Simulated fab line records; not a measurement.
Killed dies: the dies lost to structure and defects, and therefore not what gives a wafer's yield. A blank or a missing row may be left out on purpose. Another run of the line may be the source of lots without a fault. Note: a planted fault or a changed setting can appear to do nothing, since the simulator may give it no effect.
Which tool was responsible?	flow gf180mcu	7 lots, 21 wafers sampled, at 2 steps of a route of 602

## WHAT EACH GAUGE READ, for each wafer
GF_DUAL_GATE_THK_MEAS_03.
lot	measured	on	DUAL_GATE_OXIDATION_00_THK (nm)
L916	day 8 11:31	film metro-01	10.83 11.04 10.73
L918	day 9 01:55	film metro-03	13.66 13.82 13.83 13.70 13.79 13.78
L928	day 11 23:50	film metro-03	11.02 10.65 10.88
L930	day 12 10:59	film metro-01	11.32 11.27 11.14
L932	day 13 00:59	film metro-03	11.13 11.31 11.27
L934	day 13 16:13	film metro-02	11.01 11.06 11.28
L936	day 14 08:56	film metro-03	10.85 10.93 10.97

## WHAT TOOL EACH LOT RAN ON (gives the tool, then ch and the chambers of the sampled wafers, and finally the start)
lot	GF_DUAL_GATE_OXIDATION_02
L916	furnace-02 ch 0, day 8 10:04
L918	furnace-02 ch 0, day 9 00:26
L928	furnace-02 ch 0, day 11 22:22
L930	furnace-01 ch 0, day 12 09:32
L932	furnace-01 ch 0, day 12 23:32
L934	furnace-01 ch 0, day 13 14:46
L936	furnace-02 ch 0, day 14 07:29
- GF_DUAL_GATE_OXIDATION_02: stabilise 600 s, purge 300 s, target thk 10.887 nm.

## THE ANSWER, worked out from the rows above alone
Rule: the usual values come from the lots themselves. Put in order of their means at a reading, lots are off if they are a third of the lots or fewer, leave a main group of 4 or more, and stand apart from it by a gap of 3 or more times the standard deviation of the main group's means; of several such gaps the widest counts. The tables above print the reading to a certain number of digits; a main group whose means all agree to those digits is not used. A lot without any number at a reading at which 4 lots or more have one is off too. The other lots that the step has rows for count as sound.
Off: L918, at GF_DUAL_GATE_THK_MEAS_03 (DUAL_GATE_OXIDATION_00_THK). For the main group the mean is 11.04 nm and the standard deviation 0.17.
A tool fits if, at a process step before that reading, it ran every lot that is off, and no sound lot after the first of them. Gauges at GF_DUAL_GATE_THK_MEAS_03: tried the same way as those tools. No candidate that was tried fits.

## WHAT THE SIMULATOR PUT IN
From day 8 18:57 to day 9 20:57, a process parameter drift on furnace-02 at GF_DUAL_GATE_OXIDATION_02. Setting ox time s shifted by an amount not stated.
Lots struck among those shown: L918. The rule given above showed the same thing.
